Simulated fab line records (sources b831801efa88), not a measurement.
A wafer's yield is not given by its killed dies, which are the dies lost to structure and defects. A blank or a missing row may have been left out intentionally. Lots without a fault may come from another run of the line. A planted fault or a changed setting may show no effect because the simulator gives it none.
fab line records ; flow gf180mcu
record lots=14; wafers=42; lastDay=34
route steps=602 shown STI@14 MVPSD@84 VT_IMPLANT@100 V2@386
lots untouched by any fault: they come from a run of this same line in which no faults occurred
startH: start of the lot's first displayed wafer, in hours after the record's first day ; waitH: time in hours since the lot's previous step ; " repeats the value in the row above ; L1.1+2: several wafers, shown together as one row ; - either no value or no given start ; * or withheld: withheld ; < > ~ a bound
route shown NAME@n: a module of which the file shows steps, and the number in the route of the first ; usual: mean/standard deviation taken from wafers without a fault ; same: alike in all rows ; chamber/n: place in a boat ; sites: each site's reading ; _std_site: the values' standard deviation ; _edge_site: outer sites' mean less inner sites' ; radiusMm: how far each site lies from the wafer's centre ; mask NAME#n: copy n ; behind: the tool/chamber that last shaped the wafer ; hold: reason for holding the lot/hours on hold/outcome of the hold ; device: names the non-switching transistor (n, p or np) ; end of line: at the end of the route, the tests of the same wafers ; step lacking rows: just its recipe ; killed: dies that structure and defects cost at the first sort, which is not the same as the wafer's yield ; map: the dies of a wafer, with x for killed, . for not killed, _ for no die there
set.NAME: the setting that was run; set.NAME@STEP: the one run at that earlier step ; model.NAME: the simulator's own value behind a step, which no gauge read
route steps across a sampled set of lots; one table per step, one row per wafer
services: a tool's chamber out of use, with start hour (startH, from the record's first day; less than 0 if before it), hours out, and reason
## steps
# step GF_STI_ETCH_13
# recipe chemistry=CHF3/O2; stopOn=Si; overEtchFrac=0.3; targetDepthA=2823.1; sourceW=600; biasW=200; pressureMtorr=40; chf3FlowSccm=50; O2_flow_sccm=5; timeS=112.9
# usual biasW=200.0/0.53; drypumpMotorCurrentA=5.5/0.55; oesProductAu=0.830/0.0066; throttleValvePct=8.809/0.0092
# same timeS=112.9
lot.wafer;tool;chamber;startH;waitH;biasW;drypumpMotorCurrentA;oesProductAu;rfHoursCounterH;throttleValvePct
L349.1;rieDiel-04;2;26.15;0.1;200.0;6.6;0.825;62;8.804
L349.2;rieDiel-04;0;26.15;0.1;199.8;5.3;0.826;10;8.809
L349.3;rieDiel-04;1;26.15;0.1;199.8;4.7;0.830;9;8.806
L350.1;rieDiel-04;0;31.55;0.1;199.3;5.3;0.831;10;8.810
L350.2;rieDiel-04;1;31.55;0.1;199.6;4.7;0.831;9;8.813
L350.5;rieDiel-04;1;31.55;0.1;200.0;4.7;0.825;-;8.805
L351.1;rieDiel-04;0;35.80;0.1;198.8;5.3;0.834;10;8.795
L351.4;rieDiel-04;1;35.80;0.1;199.6;4.7;0.825;-;8.810
L351.5;rieDiel-04;0;35.80;0.1;199.8;5.3;0.825;-;8.806
L353.1;rieDiel-04;1;45.62;0.1;199.9;4.7;0.836;9;8.816
L353.3;rieDiel-04;0;45.62;0.1;200.8;5.3;0.836;10;8.804
L353.6;rieDiel-04;0;45.62;0.1;200.0;5.2;0.832;-;8.804
L354.2;rieDiel-01;3;50.80;0.1;200.8;6.0;0.836;0;8.811
L354.4;rieDiel-01;3;50.80;0.1;199.5;6.0;0.832;-;8.820
L354.5;rieDiel-01;1;50.80;0.1;200.0;5.1;0.836;-;8.808
L356.3;rieDiel-04;3;60.02;0.1;199.9;5.2;0.817;134;8.817
L356.4;rieDiel-04;3;60.02;0.1;200.5;5.3;0.831;-;8.806
L356.5;rieDiel-04;1;60.02;0.1;199.4;4.7;0.826;-;8.790
L357.2;rieDiel-04;0;66.47;0.1;199.8;5.3;0.824;11;8.811
L357.4;rieDiel-04;2;66.47;0.1;199.9;6.6;0.834;63;8.813
L357.5;rieDiel-04;1;66.47;0.1;199.8;4.7;0.822;-;8.820
L358.2;rieDiel-04;0;72.34;0.1;199.6;5.3;0.839;11;8.805
L358.5;rieDiel-04;3;72.34;0.1;200.0;5.3;0.837;-;8.817
L358.6;rieDiel-04;0;72.34;0.1;199.6;5.3;0.835;-;8.798
L361.1;rieDiel-01;2;88.09;0.1;199.7;5.8;0.830;13;8.811
L361.2;rieDiel-01;0;88.09;0.1;200.2;5.4;0.827;71;8.816
L361.3;rieDiel-01;3;88.09;0.1;200.4;6.0;0.826;1;8.807
L364.1;rieDiel-01;2;102.79;0.1;200.1;5.8;0.837;13;8.812
L364.4;rieDiel-01;0;102.79;0.1;200.0;5.4;0.838;71;8.812
L364.6;rieDiel-01;1;102.79;0.1;199.9;5.2;0.837;-;8.833
L365.4;rieDiel-04;1;108.84;0.0;199.3;4.7;0.839;11;8.815
L365.5;rieDiel-04;3;108.84;0.0;198.8;5.3;0.829;-;8.808
L365.6;rieDiel-04;2;108.84;0.0;199.3;6.6;0.836;-;8.788
L370.1;rieDiel-04;0;134.57;0.1;200.3;5.3;0.826;13;8.817
L370.3;rieDiel-04;1;134.57;0.1;199.4;4.7;0.836;11;8.820
L370.6;rieDiel-04;1;134.57;0.1;200.5;4.7;0.819;-;8.825
L371.2;rieDiel-04;0;139.25;0.1;200.3;5.3;0.840;13;8.803
L371.3;rieDiel-04;2;139.25;0.1;201.2;6.6;0.833;65;8.818
L371.5;rieDiel-04;3;139.25;0.1;199.9;5.3;0.836;-;8.808
L372.1;rieDiel-01;3;144.25;0.1;200.6;6.0;0.832;3;8.812
L372.5;rieDiel-01;0;144.25;0.1;199.5;5.4;0.829;-;8.814
L372.6;rieDiel-01;1;144.25;0.1;200.0;5.1;0.830;-;8.806
# step GF_MVPSD_DEVELOP_06
# recipe wallAngleDeg=90; developTimeS=60; devTempC=23
# usual developerTempC=22.99/0.1; exhaustPa=45.2/0.88
# same developTimeS=60
lot.wafer;tool;chamber;startH;waitH;developerTempC;exhaustPa
L349.1;lithoTrack-01;0;94;-;22.94;44.9
L349.2;lithoTrack-01;0;94;-;23.05;45.2
L349.3;lithoTrack-01;0;94;-;22.96;43.4
L350.1;lithoTrack-01;0;101;-;22.86;45.9
L350.2;lithoTrack-01;0;101;-;22.92;45.4
L350.5;lithoTrack-01;0;101;-;22.95;44.7
L351.1;lithoTrack-03;0;108;-;22.96;45.6
L351.4;lithoTrack-03;0;108;-;22.98;44.8
L351.5;lithoTrack-03;0;108;-;23.08;45.2
L353.1;lithoTrack-04;0;119;-;23.02;45.6
L353.3;lithoTrack-04;0;119;-;22.77;45.1
L353.6;lithoTrack-04;0;119;-;23.02;44.3
L354.2;lithoTrack-01;0;126;-;22.71;44.8
L354.4;lithoTrack-01;0;126;-;22.85;46.0
L354.5;lithoTrack-01;0;126;-;22.77;44.5
L356.3;lithoTrack-04;0;137;-;22.91;45.0
L356.4;lithoTrack-04;0;138;-;22.89;46.3
L356.5;lithoTrack-04;0;138;-;23.02;44.6
L357.2;lithoTrack-03;0;143;-;23.12;46.2
L357.4;lithoTrack-03;0;143;-;23.09;43.6
L357.5;lithoTrack-03;0;143;-;23.09;44.8
L358.2;lithoTrack-04;0;151;-;23.02;43.4
L358.5;lithoTrack-04;0;151;-;23.03;45.3
L358.6;lithoTrack-04;0;152;-;23.23;44.7
L361.1;lithoTrack-04;0;169;-;22.18;44.3
L361.2;lithoTrack-04;0;169;-;22.11;45.1
L361.3;lithoTrack-04;0;169;-;22.04;44.8
L364.1;lithoTrack-01;0;186;-;22.87;45.1
L364.4;lithoTrack-01;0;186;-;22.81;44.4
L364.6;lithoTrack-01;0;186;-;22.78;45.4
L365.4;lithoTrack-04;0;193;-;22.07;45.6
L365.5;lithoTrack-04;0;193;-;22.12;45.4
L365.6;lithoTrack-04;0;193;-;22.06;44.5
L370.1;lithoTrack-01;0;223;-;22.99;45.7
L370.3;lithoTrack-01;0;224;-;23.02;47.3
L370.6;lithoTrack-01;0;224;-;22.95;46.1
L371.2;lithoTrack-03;0;228;-;23.05;45.7
L371.3;lithoTrack-03;0;228;-;22.91;45.4
L371.5;lithoTrack-03;0;228;-;23.05;44.6
L372.1;lithoTrack-01;0;234;-;22.93;44.4
L372.5;lithoTrack-01;0;234;-;23.07;45.3
L372.6;lithoTrack-01;0;234;-;22.99;45.9
# step GF_VT_IMPLANT_TW_MEAS_10
# usual VT_IMPLANT_TW=560.2/3
lot.wafer;tool;chamber;startH;waitH;VT_IMPLANT_TW
L349.1;filmMetro-04;-;109.61;0.1;559.4
L349.2;filmMetro-04;-;109.61;0.1;556.7
L349.3;filmMetro-04;-;109.61;0.1;558.0
L350.1;filmMetro-01;-;116.27;0.1;556.8
L350.2;filmMetro-01;-;116.27;0.1;560.8
L350.5;filmMetro-01;-;116.27;0.1;559.9
L351.1;filmMetro-04;-;123.77;0.1;558.2
L351.4;filmMetro-04;-;123.77;0.1;558.2
L351.5;filmMetro-04;-;123.77;0.1;554.9
L353.1;filmMetro-01;-;136.04;0.1;562.8
L353.3;filmMetro-01;-;136.04;0.1;561.1
L353.6;filmMetro-01;-;136.04;0.1;563.0
L354.2;filmMetro-01;-;143.08;0.1;563.7
L354.4;filmMetro-01;-;143.08;0.1;560.7
L354.5;filmMetro-01;-;143.08;0.1;562.7
L356.3;filmMetro-04;-;154.24;0.1;554.0
L356.4;filmMetro-04;-;154.24;0.1;555.5
L356.5;filmMetro-04;-;154.24;0.1;555.4
L357.2;filmMetro-02;-;159.37;0.1;561.9
L357.4;filmMetro-02;-;159.37;0.1;562.4
L357.5;filmMetro-02;-;159.37;0.1;559.1
L358.2;filmMetro-04;-;169.25;0.1;559.5
L358.5;filmMetro-04;-;169.25;0.1;557.1
L358.6;filmMetro-04;-;169.25;0.1;556.9
L361.1;filmMetro-01;-;186.77;0.1;561.6
L361.2;filmMetro-01;-;186.77;0.1;564.3
L361.3;filmMetro-01;-;186.77;0.1;559.7
L364.1;filmMetro-04;-;204.36;0.1;559.8
L364.4;filmMetro-04;-;204.36;0.1;557.4
L364.6;filmMetro-04;-;204.36;0.1;555.9
L365.4;filmMetro-04;-;211.90;0.1;558.1
L365.5;filmMetro-04;-;211.90;0.1;559.7
L365.6;filmMetro-04;-;211.90;0.1;556.6
L370.1;filmMetro-04;-;242.56;0.1;559.8
L370.3;filmMetro-04;-;242.56;0.1;560.1
L370.6;filmMetro-04;-;242.56;0.1;563.1
L371.2;filmMetro-01;-;246.97;0.1;565.7
L371.3;filmMetro-01;-;246.97;0.1;562.7
L371.5;filmMetro-01;-;246.97;0.1;563.8
L372.1;filmMetro-01;-;253.48;0.1;563.7
L372.5;filmMetro-01;-;253.48;0.1;565.4
L372.6;filmMetro-01;-;253.48;0.1;562.6
# step GF_V2_CMP_04
# recipe material=SiO2; downForcePsi=4; platenRpm=60; padVelocityMS=0.94248
# usual motorCurrentA=11.2/1.2; platenRpm=60.00/0.041; timeToEndpointS=83/4.3
lot.wafer;tool;chamber;startH;waitH;motorCurrentA;platenRpm;timeToEndpointS
L349.2;cmp-02;3;434.32;0.0;9.0;59.96;83
L349.3;cmp-02;0;434.32;0.0;12.4;60.03;84
L349.1;cmp-02;2;434.32;0.0;10.4;59.99;88
L350.2;cmp-01;1;443.39;0.0;10.5;60.05;78
L350.1;cmp-01;3;443.39;0.0;12.0;59.98;77
L350.5;cmp-01;2;443.39;0.0;13.0;60.03;85
L351.4;cmp-02;0;457.72;0.0;12.4;59.97;87
L351.1;cmp-02;1;457.72;0.0;12.4;60.03;77
L351.5;cmp-02;1;457.72;0.0;12.5;60.03;84
L353.1;cmp-02;2;477.46;0.1;10.3;59.95;89
L353.3;cmp-02;1;477.46;0.1;12.3;59.99;81
L353.6;cmp-02;2;477.46;0.1;10.2;59.98;85
L354.2;cmp-02;1;484.93;0.0;11.5;59.98;77
L354.4;cmp-02;0;484.93;0.0;12.5;60.01;85
L354.5;cmp-02;1;484.93;0.0;12.1;60.02;82
L356.4;cmp-02;0;508.70;0.0;11.8;59.95;84
L356.3;cmp-02;2;508.70;0.0;11.0;59.98;84
L356.5;cmp-02;1;508.70;0.0;11.9;60.01;86
L357.2;cmp-01;2;509.08;0.1;12.8;60.00;84
L357.4;cmp-01;3;509.08;0.1;12.2;59.95;83
L357.5;cmp-01;1;509.08;0.1;10.3;60.00;88
L358.2;cmp-02;0;526.08;0.0;12.0;59.98;85
L358.5;cmp-02;0;526.08;0.0;12.1;59.95;92
L358.6;cmp-02;1;526.08;0.0;12.2;59.98;94
L361.1;cmp-02;3;544.31;0.1;9.0;59.99;83
L361.2;cmp-02;1;544.31;0.1;11.8;59.94;79
L361.3;cmp-02;2;544.31;0.1;10.8;59.99;80
L364.4;cmp-02;2;569.52;0.1;10.4;59.98;85
L364.1;cmp-02;0;569.52;0.1;11.8;60.02;79
L364.6;cmp-02;2;569.52;0.1;10.6;60.01;81
L365.4;cmp-02;0;583.83;0.0;12.1;60.12;90
L365.5;cmp-02;0;583.83;0.0;12.6;60.06;89
L365.6;cmp-02;1;583.83;0.0;12.0;60.01;89
L370.3;cmp-02;3;621.00;0.0;9.2;60.07;89
L370.1;cmp-02;0;621.00;0.0;12.0;60.01;83
L370.6;cmp-02;3;621.00;0.0;9.2;60.02;94
L371.3;cmp-01;0;623.15;0.0;11.3;59.96;82
L371.2;cmp-01;1;623.15;0.0;10.4;60.00;77
L371.5;cmp-01;1;623.15;0.0;10.3;60.03;79
L372.1;cmp-01;0;626.19;0.1;12.1;60.08;79
L372.5;cmp-01;3;626.19;0.1;11.6;59.99;83
L372.6;cmp-01;0;626.19;0.1;12.0;60.01;87
## services
tool;chamber;startH;hours;kind
cmp-01;-;10.38;12.8;repair
cmp-02;-;13.22;0.6;repair
cmp-01;-;21.28;1.6;repair
cmp-01;-;24.65;2.1;repair
cmp-01;-;33.08;17.8;repair
rieDiel-04;2;58.99;1.5;repair
cmp-02;-;163.14;8.6;pm
rieDiel-04;-;194.94;0.8;repair
cmp-02;-;232.00;4.0;pm
cmp-02;-;238.18;0.3;repair
cmp-02;-;300.52;5.6;pm
rieDiel-04;2;306.55;4.8;repair
cmp-02;-;312.13;0.5;repair
rieDiel-04;1;343.20;13.8;repair
cmp-02;-;350.40;2.1;repair
rieDiel-04;1;441.36;9.6;repair
rieDiel-04;1;482.65;1.8;repair
cmp-02;-;493.21;12.0;pm
cmp-02;-;506.31;1.1;repair
cmp-02;-;532.14;2.1;pm
rieDiel-04;1;571.97;4.5;repair
cmp-02;-;572.00;4.0;pm
cmp-02;-;584.14;0.7;repair
rieDiel-04;0;606.60;4.0;repair
## key
firstSign step=GF_MVPSD_DEVELOP_06; reading=developerTempC; direction=down; sigmas=8.7; usual=*; struck=*
effect none on later readings
metAt GF_MVPSD_DEVELOP_06
struckLots L361,L365
testerLeftOut L361,L365
notActingAt GF_STI_ETCH_13,GF_VT_IMPLANT_TW_MEAS_10,GF_V2_CMP_04
onsetBetween 151 169
fault kind=processParameterDrift; tool=lithoTrack-04; chamber=-; onsetH=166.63; steps=GF_MVPSD_DEVELOP_06; channel=devTempC; offset=*; shape=step; endH=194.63; actsIn=*; stated=*
# testerLeftOut: of these lots the tester's yield and bins aren't shown, on N5 and GAA mostly nor the transistor test; their killed dies are dies lost to structure and defects alone, not to doping, threshold or leakage, so they don't give the yield
